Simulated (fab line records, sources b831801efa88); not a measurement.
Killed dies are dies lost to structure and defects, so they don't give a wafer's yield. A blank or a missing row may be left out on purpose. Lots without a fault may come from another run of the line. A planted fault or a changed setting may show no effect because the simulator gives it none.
Chamber matching | flow sky130 | SKY_FIELD_ISO_CMP_27 on cmp-01: 4 sister chambers
The step polishes, stops on Si3N4, t overpolish 16 s, target thk 457.8 nm. 14 wafers are shown with their chamber, then 7 later ones without.

WAFERS WITH THEIR CHAMBER
wafer  | chamber | motor_current_A (A) | time_to_endpoint_s (s) | overpolish_run_s (s)
L300.1 | 1       | 14.3                | 113                    | 16.006
L300.2 | 0       | 14.0                | 105                    | 15.998
L300.4 | 2       | 12.4                | 107                    | 16.012
L302.2 | 0       | 13.8                | 107                    | 15.994
L302.5 | 1       | 14.7                | 112                    | 16.014
L302.6 | 2       | 13.2                | 118                    | 16.016
L303.1 | 1       | 13.9                | 115                    | 16.013
L303.2 | 3       | 11.5                | 113                    | 15.998
L303.4 | 0       | 13.4                | 108                    | 15.997
L304.1 | 3       | 12.3                | 110                    | 15.985
L304.2 | 2       | 13.3                | 113                    | 15.991
L304.6 | 1       | 13.8                | 110                    | 16.001
L308.2 | 3       | 12.3                | 113                    | 15.998
L308.3 | 2       | 12.9                | 119                    | 16.005

SIGNATURES (means of the wafers above)
reading            | chamber 0 | chamber 1 | chamber 2 | chamber 3 | scatter within a chamber
motor_current_A    | 13.733    | 14.175    | 12.950    | 12.033    | 0.401
time_to_endpoint_s | 106.67    | 112.50    | 114.25    | 112.00    | 3.38
overpolish_run_s   | 15.99633  | 16.00850  | 16.00600  | 15.99367  | 0.00772
Rule: a wafer's distance from a chamber is the root of the sum, over the readings, of the square of ((its reading less the chamber's mean) divided by the reading's scatter). The wafer belongs to the nearest chamber; if the next one is less than 2 further off, it can't be placed. The scatter: the root of (the sum of the squares of (reading less its chamber's mean) over the shown wafers, divided by (wafers less chambers)).

WAFERS WITHOUT THEIR CHAMBER
wafer  | motor_current_A (A) | time_to_endpoint_s (s) | overpolish_run_s (s)
L308.4 | 14.1                | 114                    | 16.003
L319.1 | 12.9                | 113                    | 15.990
L319.5 | 14.2                | 102                    | 16.003
L319.6 | 14.3                | 110                    | 15.996
L320.4 | 12.0                | 118                    | 15.995
L320.5 | 13.5                | 112                    | 15.998
L320.6 | 12.7                | 115                    | 15.989

WHICH CHAMBER EACH WENT THROUGH
wafer  | from the rows above               | in truth
L308.4 | can't be placed: 1 or 0           | 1
L319.1 | can't be placed: 2 or 3 or 0 or 1 | 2
L319.5 | can't be placed: 0 or 1           | 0
L319.6 | can't be placed: 0 or 1           | 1
L320.4 | can't be placed: 3 or 2           | 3
L320.5 | can't be placed: 0 or 2 or 1      | 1
L320.6 | can't be placed: 3 or 2 or 0      | 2
Placed correctly: 0 of 7. Can't be placed from these rows: 7 (the true chamber is among the candidates in 7). Placed wrongly: 0.
